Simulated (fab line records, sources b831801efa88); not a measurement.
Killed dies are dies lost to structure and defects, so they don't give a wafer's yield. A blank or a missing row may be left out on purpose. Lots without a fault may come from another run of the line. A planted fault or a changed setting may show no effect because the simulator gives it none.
fab line records | flow sky130
record lots=15 wafers=45 last_day=49
route steps=708 shown SONOS_TUNNEL@160 POLY_CUT@316 SD_N@350 LI_CONTACT@376
lots that met no fault: from a run of the same line without faults
start_h: hours from the record's first day to the start of the lot's first wafer shown | wait_h: hours since the lot's step before | " the same as in the row above | L1.1+2: a row that stands for several wafers | - no value, or no start given | * or withheld: withheld | < > ~ a bound
route shown NAME@n: a module of which the file shows steps, and the number in the route of the first | usual: mean/standard deviation of fault-free wafers | same: alike in all rows | chamber/n: place in a boat | sites: the reading at each site | _std_site: their standard deviation | _edge_site: outer sites' mean less inner sites' | radius_mm: how far each site lies from the wafer's centre | mask NAME#n: copy n | behind: the tool/chamber that last shaped the wafer | hold: why the lot was held/for how many hours/how that ended | device: the transistor (n, p or np) that didn't switch | end of line: the same wafers' tests at the end of the route | a step without rows: its recipe alone | killed: dies lost to structure and defects at the first sort, not the wafer's yield | map: a wafer's dies, x killed, . not, _ none there
set.NAME: the setting as run; set.NAME@STEP: as run at that earlier step | model.NAME: the simulator's own value behind a step, which no gauge read
steps of the route over a sample of lots; a table a step, a row a wafer
services: from which hour (start_h, from the record's first day; less than 0 if before it) a tool's chamber was out of use, for how many hours, and why
## steps
# step SKY_SONOS_TUNNEL_DEVELOP_06
# recipe resist=NOVOLAK developer=TMAH develop_time_s=60 dev_temp_c=23
# usual chill_plate_temp_C=22.98/0.096 develop_time_s=60/0 developer_temp_C=22.99/0.11 resist_line_temp_C=23.00/0.12
# columns lot.wafer tool chamber start_h wait_h chill_plate_temp_C develop_time_s developer_temp_C resist_line_temp_C
L295.2 litho_track-03 0 244.33 0.1 23.14 60 22.98 22.75
L295.3 " 0 " " 23.19 60 22.79 22.87
L295.4 " 0 " " 23.08 60 22.83 22.94
L296.3 litho_track-01 0 250.67 0.1 23.15 60 23.15 22.87
L296.5 " 0 " " 23.01 60 23.10 22.81
L296.6 " 0 " " 22.97 60 23.19 23.04
L297.1 litho_track-01 0 264.17 0.1 23.13 60 23.02 22.99
L297.2 " 0 " " 23.04 60 22.93 23.06
L297.3 " 0 " " 23.21 60 22.88 22.95
L298.1 litho_track-01 0 271.87 0.1 23.13 60 22.98 22.93
L298.3 " 0 " " 22.99 60 23.14 22.98
L298.6 " 0 " " 23.12 60 23.10 22.87
L300.1 litho_track-03 0 279.66 0.1 22.79 60 22.93 22.78
L300.4 " 0 " " 23.00 60 22.90 23.05
L300.6 " 0 " " 22.86 60 23.13 22.90
L301.1 litho_track-02 0 294.49 0.1 22.70 60 23.16 23.08
L301.3 " 0 " " 22.74 60 23.18 23.16
L301.5 " 0 " " 22.81 60 23.16 23.11
L302.3 litho_track-03 0 313.91 0.1 23.01 60 22.90 23.30
L302.4 " 0 " " 22.87 60 22.92 23.25
L302.6 " 0 " " 22.97 60 22.93 22.98
L303.1 litho_track-01 0 332.52 0.1 22.95 60 22.77 23.05
L303.4 " 0 " " 22.94 60 22.79 23.09
L303.5 " 0 " " 22.93 60 22.69 23.00
L305.2 litho_track-01 0 347.84 0.1 23.03 60 23.06 23.03
L305.5 " 0 " " 22.99 60 22.94 23.17
L305.6 " 0 " " 23.04 60 23.01 23.08
L306.2 litho_track-02 0 348.16 0.1 22.87 60 22.79 22.89
L306.4 " 0 " " 22.90 60 22.92 22.83
L306.6 " 0 " " 23.18 60 22.93 22.91
L307.1 litho_track-03 0 348.96 0.1 23.08 60 22.92 23.07
L307.3 " 0 " " 22.89 60 23.00 23.00
L307.4 " 0 " " 23.01 60 22.92 23.06
L308.1 litho_track-01 - 374.12 0.1 - - - -
L308.2 " - " " - - - -
L308.5 " - " " - - - -
L311.1 litho_track-03 - 388.16 0.1 - - - -
L311.3 " - " " - - - -
L311.4 " - " " - - - -
L310.1 litho_track-01 - 388.67 0.1 - - - -
L310.3 " - " " - - - -
L310.6 " - " " - - - -
L313.4 litho_track-02 0 397.61 0.1 22.96 60 23.11 23.05
L313.5 " 0 " " 23.03 60 23.08 22.98
L313.6 " 0 " " 23.00 60 22.91 22.98
# step SKY_POLY_CUT_OVL_MEAS_09
# usual POLY_CUT_OVL=2/5
# columns lot.wafer tool chamber start_h wait_h POLY_CUT_OVL[nm]
L295.2 overlay-02 - 549.93 0.1 15
L295.3 " - " " 4
L295.4 " - " " 11
L296.3 overlay-02 - 568.35 0.1 -4
L296.5 " - " " -1
L296.6 " - " " 8
L297.1 overlay-02 - 575.73 0.1 1
L297.2 " - " " -6
L297.3 " - " " -3
L298.1 overlay-01 - 579.97 0.1 -4
L298.3 " - " " -11
L298.6 " - " " -2
L300.1 overlay-02 - 593.22 0.1 1
L300.4 " - " " 5
L300.6 " - " " -1
L301.1 overlay-01 - 613.43 0.1 9
L301.3 " - " " 11
L301.5 " - " " 10
L302.3 overlay-02 - 631.28 0.1 6
L302.4 " - " " 0
L302.6 " - " " -1
L303.1 overlay-02 - 651.08 0.1 6
L303.4 " - " " -9
L303.5 " - " " 8
L306.2 overlay-01 - 661.67 0.1 -3
L306.4 " - " " -2
L306.6 " - " " -5
L305.2 overlay-01 - 664.64 0.1 3
L305.5 " - " " 8
L305.6 " - " " -4
L307.1 overlay-02 - 668.62 0.1 1
L307.3 " - " " 0
L307.4 " - " " -1
L313.4 overlay-01 - 712.90 0.1 -1
L313.5 " - " " -5
L313.6 " - " " 2
# step SKY_SD_N_OVL_MEAS_08
# usual SD_N_OVL=-0.3/1.5
# columns lot.wafer tool chamber start_h wait_h SD_N_OVL[nm]
L295.2 overlay-02 - 638.07 0.1 2.2
L295.3 " - " " 1.2
L295.4 " - " " 0.3
L296.3 overlay-01 - 656.03 0.1 0.2
L296.5 " - " " 2.9
L296.6 " - " " 2.1
L297.1 overlay-02 - 662.54 0.1 1.3
L297.2 " - " " -0.7
L297.3 " - " " -1.2
L298.1 overlay-02 - 667.37 0.1 1.3
L298.3 " - " " -0.4
L298.6 " - " " 0.5
L300.1 overlay-01 - 679.42 0.1 -2.3
L300.4 " - " " -4.9
L300.6 " - " " -3.0
L301.1 overlay-01 - 698.54 0.1 -2.7
L301.3 " - " " -2.5
L301.5 " - " " -1.7
L302.3 overlay-02 - 713.42 0.1 -1.0
L302.4 " - " " 1.1
L302.6 " - " " -0.6
L303.1 overlay-02 - 734.67 0.1 -0.5
L303.4 " - " " -0.7
L303.5 " - " " 0.1
L306.2 overlay-01 - 744.76 0.1 -1.2
L306.4 " - " " 1.1
L306.6 " - " " 0.6
L305.2 overlay-01 - 746.29 0.1 -3.4
L305.5 " - " " -2.2
L305.6 " - " " -0.7
L307.1 overlay-02 - 750.09 0.1 0.1
L307.3 " - " " 0.4
L307.4 " - " " 1.2
L313.4 overlay-01 - 794.85 0.1 -1.1
L313.5 " - " " -0.1
L313.6 " - " " -3.7
# step SKY_LI_CONTACT_ETCH_14
# recipe chemistry=N2/H2 target=BARC ion_energy_ev=200 source_w=500 bias_w=100 pressure_mtorr=30 n2_flow_sccm=100 h2_flow_sccm=200 stop_on=SiO2 time_s=45.9 target_depth_a=600
# usual drypump_motor_current_A=5.7/0.52 oes_product_au=0.856/0.0049 throttle_valve_pct=13.225/0.0091
# columns lot.wafer tool chamber start_h wait_h drypump_motor_current_A oes_product_au rf_hours_counter_h throttle_valve_pct
L295.2 rie_diel-04 1 668.47 0.0 5.8 0.859 1 13.228
L295.3 " 2 " " 5.3 0.853 50 13.218
L295.4 " 3 " " 5.8 0.863 4 13.240
L296.3 rie_diel-04 0 685.11 0.0 4.6 0.852 4 13.226
L296.5 " 0 " " 4.6 0.853 - 13.239
L296.6 " 3 " " 5.8 0.846 - 13.225
L297.1 rie_diel-04 1 691.15 0.0 5.8 0.860 2 13.226
L297.2 " 2 " " 5.2 0.846 51 13.240
L297.3 " 0 " " 4.6 0.852 4 13.225
L298.1 rie_diel-03 1 696.57 0.0 5.6 0.858 13 13.216
L298.3 " 3 " " 5.4 0.850 32 13.236
L298.6 " 0 " " 6.3 0.862 - 13.221
L300.1 rie_diel-02 3 709.42 0.0 5.5 0.851 7 13.221
L300.4 " 1 " " 5.7 0.860 1 13.231
L300.6 " 3 " " 5.5 0.852 - 13.212
L301.1 rie_diel-02 1 727.96 0.0 5.7 0.855 2 13.231
L301.3 " 0 " " 6.4 0.862 2 13.219
L301.5 " 1 " " 5.7 0.851 - 13.219
L302.3 rie_diel-03 0 742.65 0.0 6.3 0.859 16 13.216
L302.4 " 1 " " 5.7 0.862 14 13.225
L302.6 " 0 " " 6.3 0.856 - 13.221
L303.1 rie_diel-02 3 762.80 0.0 5.5 0.855 8 13.237
L303.4 " 2 " " 6.4 0.854 14 13.219
L303.5 " 3 " " 5.5 0.854 - 13.239
L306.2 rie_diel-03 1 773.26 0.0 5.7 0.843 15 13.226
L306.4 " 2 " " 5.0 0.858 21 13.230
L306.6 " 2 " " 5.0 0.853 - 13.210
L305.2 rie_diel-04 0 774.35 0.0 4.7 0.845 7 13.244
L305.5 " 3 " " 5.8 0.865 - 13.211
L305.6 " 2 " " 5.2 0.851 - 13.223
L307.1 rie_diel-02 0 779.07 0.0 6.4 0.854 3 13.229
L307.3 " 3 " " 5.4 0.853 9 13.231
L307.4 " 2 " " 6.4 0.853 14 13.218
L313.4 rie_diel-04 2 823.11 0.0 5.2 0.863 2 13.226
L313.5 " 3 " " 5.8 0.854 - 13.236
L313.6 " 0 " " 4.6 0.861 - 13.224
## services
# columns tool chamber start_h hours kind
rie_diel-04 2 237.14 3.1 repair
rie_diel-04 - 259.02 0.3 repair
rie_diel-03 1 323.29 1.6 repair
rie_diel-04 0 384.64 1.9 repair
rie_diel-03 - 422.62 2.8 pm
rie_diel-03 1 432.19 20.3 repair
rie_diel-04 3 458.66 - clean
rie_diel-04 3 458.66 12.6 scheduled_down
rie_diel-04 3 458.66 12.6 vent_cycle
rie_diel-03 3 462.51 7.5 repair
rie_diel-03 2 493.84 13.9 repair
rie_diel-02 1 513.29 3.5 repair
rie_diel-04 2 518.23 6.8 repair
rie_diel-02 0 543.29 9.2 repair
rie_diel-03 - 566.09 4.3 pm
rie_diel-02 0 570.18 9.9 repair
rie_diel-03 1 602.77 17.5 repair
rie_diel-04 - 612.68 14.6 pm
rie_diel-02 0 635.17 33.6 repair
rie_diel-03 3 656.42 22.1 repair
rie_diel-02 - 763.57 0.2 repair
rie_diel-02 0 770.05 5.1 repair
rie_diel-04 3 803.55 4.1 repair
rie_diel-02 - 816.31 14.6 pm
## key
first_sign step=SKY_SONOS_TUNNEL_DEVELOP_06 reading=tool_record direction=missing
effect none on later readings
met_at SKY_SONOS_TUNNEL_DEVELOP_06
struck_lots L308,L310,L311
later_rows_left_out L308.1,L308.2,L308.5,L310.1,L310.3,L310.6,L311.1,L311.3,L311.4
sort_left_out L308.1,L308.2,L308.5,L310.1,L310.3,L310.6,L311.1,L311.3,L311.4
tester_left_out L308,L310,L311
not_acting_at SKY_POLY_CUT_OVL_MEAS_09,SKY_SD_N_OVL_MEAS_08,SKY_LI_CONTACT_ETCH_14
onset_between 348.96 374.12
fault kind=skipped_step_whole tool=litho_track-01,litho_track-03 chamber=- onset_h=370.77 steps=SKY_SONOS_TUNNEL_DEVELOP_06 scope=struck_lots_only
# tester_left_out: of these lots the tester's yield and bins aren't shown, on N5 and GAA mostly nor the transistor test; their killed dies are dies lost to structure and defects alone, not to doping, threshold or leakage, so they don't give the yield
# sort_left_out: the simulated sort isn't trusted on such a fault, so these wafers' sort isn't shown, and their yield isn't known
# later_rows_left_out: the simulator's readings of these wafers behind a module that went badly wrong aren't trusted and aren't shown, but for the sort
